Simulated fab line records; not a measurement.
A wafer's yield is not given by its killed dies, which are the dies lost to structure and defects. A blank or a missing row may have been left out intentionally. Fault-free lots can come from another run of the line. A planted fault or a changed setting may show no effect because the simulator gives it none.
fab line records	flow gf180mcu
[record] lots = 14	wafers = 42	last-day = 34
route steps=602 shown VT_IMPLANT@135 MVSD@136 NWELL@137 LVPWELL@138 V2@404 V3@443 M4@473
lots that met no fault: from a run of the same line without faults
start-h: the number of hours between the record's first day and the start of the first shown wafer of the lot	wait-h: time in hours since the lot's previous step	" identical to the entry in the row above	L1.1+2: a row that stands for several wafers	- either no value or no given start	* or withheld: withheld	< > ~ a bound
route shown NAME@n: a module of which the file shows steps, and the number in the route of the first	usual: mean/standard deviation of fault-free wafers	same: alike in all rows	chamber/n: place in a boat	sites: readings site by site	_std_site: standard deviation across them	_edge_site: mean of outer sites minus mean of inner sites	radius-mm: for every site, how far away it sits from the centre of the wafer	mask NAME#n: copy n	behind: the last tool/chamber to shape the wafer	hold: what put the lot on hold/how long, in hours/how the hold closed	device: which transistor (n, p or np) failed to switch	end of line: the tests these same wafers got at the end of their route	a step without rows: its recipe alone	killed: not the wafer's yield, but the dies lost to structure and defects at the first sort	map: shows each die of a wafer: x if killed, . if not, _ if none is there
set.NAME: setting as actually run; set.NAME@STEP: the setting as run at that earlier step	model.NAME: the simulator's own value behind a step, which no gauge read
a sample of lots followed through the steps of the route, with each step as a table and each wafer as a row
services: a tool's chamber out of use, with start hour (start-h, from the record's first day; less than 0 if before it), hours out, and reason
[[steps]]
[step GF_VT_IMPLANT_RTA_45]
[recipe] temp-c = 1050	time-s = 30	ambient = N2
[usual] anneal-temp-c-max = 1054.5/0.84	chamber-o2-ppm = 2.001/0.021	lamp-power-pct = 37/3.8	wafer_temp_C_max = 1059.2/1.6
lot.wafer	tool	chamber	start-h	wait-h	anneal-temp-c-max	chamber-o2-ppm	lamp-power-pct	wafer_temp_C_max
L515.2	rtp-anneal-02	0	159.19	0.0	1054.2	2.052	34	1059.4
L515.4	"	0	"	"	1054.0	2.037	34	1058.3
L515.5	"	0	"	"	1054.3	2.010	34	1057.2
L516.3	rtp-anneal-01	0	165.85	0.0	1054.7	1.969	43	1059.6
L516.4	"	0	"	"	1054.5	1.994	43	1059.1
L516.5	"	0	"	"	1054.9	2.007	43	1059.2
L517.2	rtp-anneal-02	0	169.29	0.0	1054.5	2.021	34	1058.8
L517.4	"	0	"	"	1054.6	1.996	34	1058.1
L517.6	"	0	"	"	1052.4	2.005	34	1057.5
L519.1	rtp-anneal-01	0	183.72	0.0	1054.4	1.987	43	1056.5
L519.3	"	0	"	"	1054.1	2.013	43	1060.8
L519.6	"	0	"	"	1054.8	1.994	43	1058.0
L520.2	rtp-anneal-02	0	186.46	0.0	1054.9	2.026	34	1058.7
L520.3	"	0	"	"	1053.1	2.034	34	1058.3
L520.5	"	0	"	"	1054.9	2.002	34	1061.5
L521.2	rtp-anneal-02	0	196.83	0.0	1054.4	1.971	34	1061.0
L521.4	"	0	"	"	1053.7	1.989	34	1058.7
L521.5	"	0	"	"	1054.2	2.009	34	1061.5
L523.2	rtp-anneal-02	0	210.59	0.0	1053.5	2.031	34	1060.2
L523.3	"	0	"	"	1054.3	2.010	34	1061.2
L523.6	"	0	"	"	1054.3	2.016	34	1060.6
L524.1	rtp-anneal-01	0	217.70	0.0	1053.8	1.978	43	1059.2
L524.3	"	0	"	"	1053.7	2.022	43	1058.6
L524.6	"	0	"	"	1053.9	1.984	43	1061.6
L532.2	rtp-anneal-02	-	265.34	0.0	-	-	-	-
L532.3	"	-	"	"	-	-	-	-
L532.6	"	-	"	"	-	-	-	-
L533.3	rtp-anneal-02	-	277.50	0.0	-	-	-	-
L533.5	"	-	"	"	-	-	-	-
L533.6	"	-	"	"	-	-	-	-
L535.1	rtp-anneal-01	0	288.17	0.0	1056.0	2.024	43	1059.6
L535.2	"	0	"	"	1054.1	1.974	43	1058.3
L535.5	"	0	"	"	1054.4	2.033	43	1060.9
L536.3	rtp-anneal-02	0	294.55	0.0	1052.4	1.959	34	1063.9
L536.4	"	0	"	"	1055.7	1.972	34	1061.6
L536.5	"	0	"	"	1053.6	2.024	34	1065.4
L537.1	rtp-anneal-01	0	301.22	0.0	1053.8	1.998	43	1058.7
L537.2	"	0	"	"	1054.2	2.009	43	1056.1
L537.4	"	0	"	"	1053.6	2.008	43	1060.6
L538.1	rtp-anneal-02	0	311.12	0.0	1053.5	1.987	34	1057.1
L538.2	"	0	"	"	1055.7	2.003	34	1058.4
L538.4	"	0	"	"	1053.9	2.004	34	1057.5
[step GF_VT_IMPLANT_RS_MEAS_46]
[recipe] thk-meas-gauge = four-point-probe
[usual] MVSD_RS = 456.6/1.4
lot.wafer	tool	chamber	start-h	wait-h	MVSD_RS[ohm/sq]
L515.2	film-metro-01	-	159.29	0.1	455.5
L515.4	"	-	"	"	456.7
L515.5	"	-	"	"	454.3
L516.3	film-metro-03	-	165.96	0.1	455.3
L516.4	"	-	"	"	454.8
L516.5	"	-	"	"	456.4
L517.2	film-metro-04	-	169.39	0.1	455.9
L517.4	"	-	"	"	457.7
L517.6	"	-	"	"	456.0
L519.1	film-metro-04	-	183.82	0.1	457.4
L519.3	"	-	"	"	456.4
L519.6	"	-	"	"	457.0
L520.2	film-metro-04	-	186.56	0.1	458.3
L520.3	"	-	"	"	457.1
L520.5	"	-	"	"	456.4
L521.2	film-metro-04	-	196.93	0.1	454.6
L521.4	"	-	"	"	456.1
L521.5	"	-	"	"	455.2
L523.2	film-metro-04	-	210.69	0.1	460.3
L523.3	"	-	"	"	457.8
L523.6	"	-	"	"	460.0
L524.1	film-metro-03	-	217.80	0.1	453.2
L524.3	"	-	"	"	454.6
L524.6	"	-	"	"	452.9
L532.2	film-metro-01	-	265.44	0.1	133.3
L532.3	"	-	"	"	132.9
L532.6	"	-	"	"	132.9
L533.3	film-metro-01	-	277.61	0.1	133.1
L533.5	"	-	"	"	132.8
L533.6	"	-	"	"	133.1
L535.1	film-metro-04	-	288.27	0.1	455.4
L535.2	"	-	"	"	455.0
L535.5	"	-	"	"	454.3
L536.3	film-metro-01	-	294.65	0.1	456.1
L536.4	"	-	"	"	457.1
L536.5	"	-	"	"	456.2
L537.1	film-metro-03	-	301.32	0.1	457.4
L537.2	"	-	"	"	456.2
L537.4	"	-	"	"	458.3
L538.1	film-metro-04	-	311.25	0.1	456.9
L538.2	"	-	"	"	455.4
L538.4	"	-	"	"	457.0
[step GF_VT_IMPLANT_RS_MEAS_47]
[recipe] thk-meas-gauge = four-point-probe
[usual] NWELL_RS = 488.1/1.3
lot.wafer	tool	chamber	start-h	wait-h	NWELL_RS[ohm/sq]
L515.2	film-metro-01	-	159.41	0.1	487.4
L515.4	"	-	"	"	489.1
L515.5	"	-	"	"	486.7
L516.3	film-metro-03	-	166.08	0.1	485.1
L516.4	"	-	"	"	484.0
L516.5	"	-	"	"	484.3
L517.2	film-metro-04	-	169.51	0.1	486.7
L517.4	"	-	"	"	487.5
L517.6	"	-	"	"	488.0
L519.1	film-metro-04	-	183.94	0.1	490.6
L519.3	"	-	"	"	489.6
L519.6	"	-	"	"	489.9
L520.2	film-metro-04	-	186.68	0.1	485.9
L520.3	"	-	"	"	488.4
L520.5	"	-	"	"	487.8
L521.2	film-metro-04	-	197.05	0.1	488.4
L521.4	"	-	"	"	486.3
L521.5	"	-	"	"	487.3
L523.2	film-metro-04	-	210.81	0.1	488.0
L523.3	"	-	"	"	488.0
L523.6	"	-	"	"	488.2
L524.1	film-metro-03	-	217.92	0.1	490.1
L524.3	"	-	"	"	488.1
L524.6	"	-	"	"	489.5
L532.2	film-metro-01	-	265.56	0.1	133.2
L532.3	"	-	"	"	133.3
L532.6	"	-	"	"	133.1
L533.3	film-metro-01	-	277.73	0.1	133.2
L533.5	"	-	"	"	133.1
L533.6	"	-	"	"	133.3
L535.1	film-metro-04	-	288.39	0.1	487.0
L535.2	"	-	"	"	487.4
L535.5	"	-	"	"	487.8
L536.3	film-metro-01	-	294.77	0.1	487.8
L536.4	"	-	"	"	488.0
L536.5	"	-	"	"	486.3
L537.1	film-metro-03	-	301.44	0.1	488.2
L537.2	"	-	"	"	488.0
L537.4	"	-	"	"	486.3
L538.1	film-metro-04	-	311.37	0.1	489.9
L538.2	"	-	"	"	488.8
L538.4	"	-	"	"	490.2
[step GF_VT_IMPLANT_RS_MEAS_48]
[recipe] thk-meas-gauge = four-point-probe
[usual] LVPWELL_RS = 1198/3.2
lot.wafer	tool	chamber	start-h	wait-h	LVPWELL_RS[ohm/sq]
L515.2	film-metro-01	-	159.53	0.1	1197
L515.4	"	-	"	"	1197
L515.5	"	-	"	"	1196
L516.3	film-metro-03	-	166.20	0.1	1196
L516.4	"	-	"	"	1201
L516.5	"	-	"	"	1195
L517.2	film-metro-04	-	169.63	0.1	1198
L517.4	"	-	"	"	1196
L517.6	"	-	"	"	1199
L519.1	film-metro-04	-	184.06	0.1	1194
L519.3	"	-	"	"	1194
L519.6	"	-	"	"	1194
L520.2	film-metro-04	-	186.80	0.1	1198
L520.3	"	-	"	"	1195
L520.5	"	-	"	"	1199
L521.2	film-metro-04	-	197.17	0.1	1199
L521.4	"	-	"	"	1202
L521.5	"	-	"	"	1201
L523.2	film-metro-04	-	210.93	0.1	1202
L523.3	"	-	"	"	1204
L523.6	"	-	"	"	1201
L524.1	film-metro-03	-	218.04	0.1	1193
L524.3	"	-	"	"	1193
L524.6	"	-	"	"	1189
L532.2	film-metro-01	-	265.68	0.1	133
L532.3	"	-	"	"	133
L532.6	"	-	"	"	133
L533.3	film-metro-01	-	277.85	0.1	133
L533.5	"	-	"	"	133
L533.6	"	-	"	"	133
L535.1	film-metro-04	-	288.51	0.1	1197
L535.2	"	-	"	"	1198
L535.5	"	-	"	"	1197
L536.3	film-metro-01	-	294.89	0.1	1198
L536.4	"	-	"	"	1199
L536.5	"	-	"	"	1198
L537.1	film-metro-03	-	301.56	0.1	1199
L537.2	"	-	"	"	1198
L537.4	"	-	"	"	1201
L538.1	film-metro-04	-	311.49	0.1	1193
L538.2	"	-	"	"	1194
L538.4	"	-	"	"	1195
[step GF_V2_SPUTTER_22]
[recipe] material = TiN	target-thk-nm = 10	chamber-pressure-pa = 5	power-w = 4000	time-s = 40
[usual] cathode-dc-power-W = 4000.0/0.71	throttle-valve-pct = 29.8/0.9
lot.wafer	tool	chamber	start-h	wait-h	cathode-dc-power-W	throttle-valve-pct
L515.2	pvd-sputter-04	-	464.83	0.0	3999.5	31.1
L515.4	"	-	"	"	3998.6	30.1
L515.5	"	-	"	"	4000.2	30.2
L516.3	pvd-sputter-04	-	482.44	0.0	4000.4	30.5
L516.4	"	-	"	"	3999.7	30.2
L516.5	"	-	"	"	4000.5	30.5
L517.2	pvd-sputter-03	-	484.07	0.0	3999.2	30.1
L517.4	"	-	"	"	4001.5	29.1
L517.6	"	-	"	"	4000.0	28.7
L519.1	pvd-sputter-04	-	502.39	0.0	4000.1	30.7
L519.3	"	-	"	"	4001.1	31.8
L519.6	"	-	"	"	3999.7	30.8
L520.2	pvd-sputter-04	-	512.07	0.0	3999.9	30.7
L520.3	"	-	"	"	4002.0	31.8
L520.5	"	-	"	"	4001.2	30.9
L521.2	pvd-sputter-03	-	525.50	0.0	3999.4	29.4
L521.4	"	-	"	"	4000.0	30.1
L521.5	"	-	"	"	4000.9	29.8
L524.1	pvd-sputter-03	-	543.65	0.0	4000.7	28.5
L524.3	"	-	"	"	4000.5	30.2
L524.6	"	-	"	"	3998.8	30.2
L523.2	pvd-sputter-03	-	547.12	0.0	3999.4	30.2
L523.3	"	-	"	"	3999.5	28.6
L523.6	"	-	"	"	3999.3	28.5
L535.1	pvd-sputter-03	-	622.80	0.0	4001.0	29.3
L535.2	"	-	"	"	4001.6	30.3
L535.5	"	-	"	"	4000.1	30.5
L536.3	pvd-sputter-03	-	629.87	0.0	4000.3	29.3
L536.4	"	-	"	"	4000.1	30.4
L536.5	"	-	"	"	4000.3	30.1
L537.1	pvd-sputter-03	-	636.03	0.0	3999.6	30.3
L537.2	"	-	"	"	3999.7	28.4
L537.4	"	-	"	"	4000.6	29.3
L538.1	pvd-sputter-03	-	648.41	0.0	4000.2	28.6
L538.2	"	-	"	"	4000.6	30.0
L538.4	"	-	"	"	3999.1	29.5
[step GF_V3_CD_MEAS_14]
[recipe] target-cd-nm = 260
[usual] cd-nm = 259.5/1.2
lot.wafer	tool	chamber	start-h	wait-h	cd-nm
L515.2	cd-sem-01	-	513.89	0.1	257.0
L515.4	"	-	"	"	259.0
L515.5	"	-	"	"	258.9
L516.3	cd-sem-02	-	531.06	0.1	261.7
L516.4	"	-	"	"	260.9
L516.5	"	-	"	"	259.9
L517.2	cd-sem-02	-	532.54	0.1	260.3
L517.4	"	-	"	"	261.2
L517.6	"	-	"	"	259.3
L519.1	cd-sem-01	-	549.97	0.1	258.7
L519.3	"	-	"	"	257.8
L519.6	"	-	"	"	258.0
L520.2	cd-sem-01	-	558.94	0.1	259.4
L520.3	"	-	"	"	259.6
L520.5	"	-	"	"	259.4
L521.2	cd-sem-01	-	571.54	0.1	260.0
L521.4	"	-	"	"	261.0
L521.5	"	-	"	"	260.2
L524.1	cd-sem-02	-	589.47	0.1	262.0
L524.3	"	-	"	"	260.2
L524.6	"	-	"	"	260.2
L523.2	cd-sem-01	-	592.09	0.1	259.8
L523.3	"	-	"	"	260.4
L523.6	"	-	"	"	260.3
L535.1	cd-sem-01	-	665.01	0.1	261.9
L535.2	"	-	"	"	261.5
L535.5	"	-	"	"	259.8
L536.3	cd-sem-02	-	672.05	0.1	260.0
L536.4	"	-	"	"	259.9
L536.5	"	-	"	"	260.4
L537.1	cd-sem-02	-	677.82	0.1	258.6
L537.2	"	-	"	"	257.5
L537.4	"	-	"	"	257.9
L538.1	cd-sem-01	-	689.11	0.1	259.0
L538.2	"	-	"	"	259.0
L538.4	"	-	"	"	258.6
[step GF_M4_STRIP_17]
[recipe] chemistry = O2/N2	power-w = 1400	pressure-mtorr = 1500	platen-temp-c = 250	o2-flow-sccm = 3000	n2-flow-sccm = 300	overash-fraction = 0.5
[usual] chamber-pressure-mTorr = 1499.9/1.4	drypump-motor-current-A = 5.5/0.43	heater-power-w = 350/48	oes-product-au = 0.558/0.0047	platen-temp-c = 249.99/0.19	strip-time-to-endpoint-s = 7.87/0.039
lot.wafer	tool	chamber	start-h	wait-h	chamber-pressure-mTorr	drypump-motor-current-A	heater-power-w	oes-product-au	platen-temp-c	rf-hours-counter-h	strip-time-to-endpoint-s
L515.2	plasma-asher-01	1	538.34	0.1	1500.3	6.1	290	0.549	250.09	12	7.85
L515.4	"	1	"	"	1501.8	6.1	291	0.561	250.21	-	7.90
L515.5	"	0	"	"	1499.7	5.9	340	0.553	249.98	-	7.84
L516.3	plasma-asher-04	0	554.98	0.1	1500.9	5.6	380	0.548	249.95	-	7.84
L516.4	"	1	"	"	1499.4	4.9	326	0.560	250.06	-	7.84
L516.5	"	1	"	"	1501.4	4.9	324	0.553	249.97	-	7.83
L517.2	plasma-asher-01	1	556.58	0.1	1500.8	6.1	287	0.551	249.82	14	7.79
L517.4	"	0	"	"	1500.3	5.9	327	0.555	249.97	-	7.85
L517.6	"	0	"	"	1499.5	5.9	330	0.550	250.04	-	7.81
L519.1	plasma-asher-04	1	573.40	0.1	1500.9	4.9	335	0.556	249.93	78	7.86
L519.3	"	0	"	"	1499.6	5.6	389	0.560	249.81	-	7.88
L519.6	"	0	"	"	1501.7	5.5	388	0.560	249.66	-	7.86
L520.2	plasma-asher-01	0	582.34	0.1	1500.1	5.9	330	0.552	249.91	17	7.88
L520.3	"	1	"	"	1498.8	6.1	292	0.559	250.01	-	7.90
L520.5	"	0	"	"	1500.8	5.9	334	0.563	249.97	-	7.88
L521.2	plasma-asher-04	0	594.73	0.1	1501.9	5.6	398	0.552	249.95	81	7.86
L521.4	"	0	"	"	1499.1	5.5	391	0.557	250.15	-	7.85
L521.5	"	0	"	"	1499.9	5.5	388	0.549	250.10	-	7.81
L524.1	plasma-asher-03	0	612.98	0.1	1499.0	5.0	432	0.562	249.86	49	7.88
L524.3	"	0	"	"	1497.8	5.0	434	0.560	250.05	-	7.85
L524.6	"	1	"	"	1499.4	5.4	320	0.562	249.74	-	7.85
L523.2	plasma-asher-01	1	615.08	0.1	1499.6	6.1	294	0.556	250.25	20	7.96
L523.3	"	1	"	"	1500.7	6.1	288	0.572	249.80	-	7.88
L523.6	"	1	"	"	1498.5	6.0	283	0.559	250.07	-	7.89
L535.1	plasma-asher-03	0	686.33	0.1	1500.3	5.0	433	0.560	249.63	57	7.86
L535.2	"	1	"	"	1502.2	5.4	318	0.559	249.69	57	7.78
L535.5	"	0	"	"	1500.9	5.0	428	0.561	249.95	-	7.84
L536.3	plasma-asher-04	0	693.31	0.1	1499.3	5.6	405	0.565	249.80	-	7.90
L536.4	"	1	"	"	1499.9	4.9	335	0.551	250.19	-	7.86
L536.5	"	1	"	"	1500.3	4.9	337	0.559	250.29	-	7.85
L537.1	plasma-asher-04	0	698.64	0.2	1500.0	5.6	396	0.564	249.83	89	7.95
L537.2	"	1	"	"	1500.3	4.9	329	0.550	249.86	89	7.89
L537.4	"	0	"	"	1501.5	5.5	395	0.560	250.22	-	7.90
L538.1	plasma-asher-04	1	710.13	0.1	1499.4	4.9	323	0.563	249.92	90	7.89
L538.2	"	0	"	"	1497.5	5.5	400	0.565	250.03	90	7.90
L538.4	"	0	"	"	1499.5	5.5	383	0.553	250.08	-	7.89
[[services]]
tool	chamber	start-h	hours	kind
plasma-asher-01	-	153.74	2.8	pm
plasma-asher-03	-	207.45	6.0	repair
pvd-sputter-04	-	270.27	2.8	repair
pvd-sputter-03	-	271.83	13.1	repair
plasma-asher-01	-	294.66	1.0	repair
plasma-asher-01	-	302.50	28.1	pm
plasma-asher-04	-	311.77	3.7	repair
plasma-asher-04	-	322.44	4.5	repair
plasma-asher-01	-	364.35	3.7	repair
pvd-sputter-04	-	400.24	10.6	repair
pvd-sputter-03	-	405.63	6.2	repair
plasma-asher-01	-	421.25	9.0	pm
plasma-asher-01	-	425.45	2.8	repair
pvd-sputter-04	-	449.63	14.9	repair
pvd-sputter-04	-	468.49	2.4	repair
plasma-asher-04	-	518.75	2.1	repair
rtp-anneal-02	-	532.91	3.2	pm
plasma-asher-04	-	536.85	2.8	pm
rtp-anneal-01	-	629.59	6.6	pm
plasma-asher-04	-	669.65	14.6	pm
plasma-asher-01	-	687.12	4.0	repair
pvd-sputter-04	-	689.50	5.0	repair
pvd-sputter-04	-	695.57	4.4	repair
pvd-sputter-03	-	708.46	1.6	repair
[[key]]
[first-sign] step = GF_VT_IMPLANT_RTA_45	reading = tool-record	direction = missing
[effect] step = GF_VT_IMPLANT_RS_MEAS_46	reading = MVSD_RS	direction = down	sigmas = 99+	usual = 456.6	struck = 133.0
[effect] step = GF_VT_IMPLANT_RS_MEAS_47	reading = NWELL_RS	direction = down	sigmas = 99+	usual = 488.1	struck = 133.2
[effect] step = GF_VT_IMPLANT_RS_MEAS_48	reading = LVPWELL_RS	direction = down	sigmas = 99+	usual = 1198	struck = 133
met-at GF_VT_IMPLANT_RTA_45
struck-lots L532,L533
later-rows-left-out L532.2,L532.3,L532.6,L533.3,L533.5,L533.6
sort-left-out L532.2,L532.3,L532.6,L533.3,L533.5,L533.6
tester-left-out L532,L533
not-acting-at GF_V2_SPUTTER_22,GF_V3_CD_MEAS_14,GF_M4_STRIP_17
onset-between 210.59 265.34
[fault] kind = skipped-step-whole	tool = rtp-anneal-02	chamber = -	onset-h = 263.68	steps = GF_VT_IMPLANT_RTA_45	scope = struck-lots-only
// tester-left-out: of these lots the tester's yield and bins aren't shown, on N5 and GAA mostly nor the transistor test; their killed dies are dies lost to structure and defects alone, not to doping, threshold or leakage, so they don't give the yield
// sort-left-out: the simulated sort isn't trusted on such a fault, so these wafers' sort isn't shown, and their yield isn't known
// later-rows-left-out: the simulator's readings of these wafers behind a module that went badly wrong aren't trusted and aren't shown, but for the sort
